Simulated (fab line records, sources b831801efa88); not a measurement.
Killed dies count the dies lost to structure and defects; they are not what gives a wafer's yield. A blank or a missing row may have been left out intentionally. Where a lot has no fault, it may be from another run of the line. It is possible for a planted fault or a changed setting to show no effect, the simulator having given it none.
One fault seen from 2 desks -- flow gf180mcu -- what lay behind the numbers comes last; until then each desk has only its own

DESK OF THE TOOL OWNER: iline_stepper-02
The tool's own readings at GF_HV_LDD_EXPOSE_43 (exposes mask Pplus HV AREA, target cd 400 nm): means of the sampled wafers that have a number, for each lot that ran on this tool. The brackets show how far a lot's mean lies from the usual mean; more than 4 standard deviations puts the lot out of limits, marked OUT.
Columns: A = stage_vel_mm_s at GF_HV_LDD_EXPOSE_43, usual 500.02 mm/s
lot,first seen here,A
L827,day 11 22:48,499.69
L828,day 12 07:22,500.05
L829,day 12 15:10,500.07
L831,day 13 08:09,500.12
L835,day 14 19:32,499.84
L836,day 14 22:24,499.82
L838,day 15 17:47,500.03
Finding of this desk: none of the 7 lots has anything out of limits.

AT THE METROLOGY DESK
What the gauges read, lot by lot, whatever tool the lot ran on: means of the sampled wafers that have a number. The brackets show how far a lot's mean lies from the usual mean; more than 4 standard deviations puts the lot out of limits, marked OUT.
Columns: A = cd_nm at GF_POLY_GATE_CD_MEAS_10, usual 280.1 nm; B = HV_LDD_03_OVL at GF_HV_LDD_OVL_MEAS_47, usual -0.7 nm; C = SALICIDE_TIN_RS at GF_SALICIDE_RS_MEAS_04, usual 16.4 ohm/sq
lot,first seen here,A,B,C
L827,day 9 03:57,279.7,-1.5,16.0
L828,day 9 11:52,278.9,-2.0,16.7
L829,day 9 19:40,279.6,-0.9,16.6
L830,day 9 22:16,280.8,-0.7,15.9
L831,day 10 09:50,280.6,242.3 (+99 or more) OUT,-
L835,day 11 13:58,278.4,243.9 (+99 or more) OUT,-
L836,day 11 20:08,280.4,242.5 (+99 or more) OUT,-
L837,day 12 04:48,280.2,-0.0,16.5
L838,day 12 09:15,279.9,243.7 (+99 or more) OUT,-
L840,day 13 01:18,279.6,-0.4,15.9
L841,day 13 04:33,282.2,1.0,16.4
L844,day 14 10:02,280.3,-1.0,16.1
L846,day 14 19:46,280.3,-0.4,16.6
L849,day 15 20:19,281.8,2.3,16.8
This desk's finding: out of limits on L831, L835, L836, L838; first on L831, day 13 18:48 (HV_LDD_03_OVL at GF_HV_LDD_OVL_MEAS_47). L827, L828, L829, L830, L837, L840, L841, L844, L846, L849: within limits.

PUT TOGETHER
On L831, L835, L836, L838, the metrology desk was in a position to raise an alarm at day 13 18:48.
The desk of the tool owner found nothing out of limits.
Tool owner's desk: L831, L835, L836, L838 on record, inside its limits.
Of the lots named, all ran GF_HV_LDD_EXPOSE_43 on iline_stepper-02.

WHAT HAD BEEN PUT IN BY THE SIMULATOR
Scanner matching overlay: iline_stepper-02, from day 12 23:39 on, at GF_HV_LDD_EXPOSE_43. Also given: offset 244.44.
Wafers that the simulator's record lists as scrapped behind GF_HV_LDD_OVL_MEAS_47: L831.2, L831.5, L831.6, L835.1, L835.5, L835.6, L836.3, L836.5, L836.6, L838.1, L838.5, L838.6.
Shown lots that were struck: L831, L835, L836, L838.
Delay in hours, fault start to first out-of-limits reading, per desk: metrology desk 19.
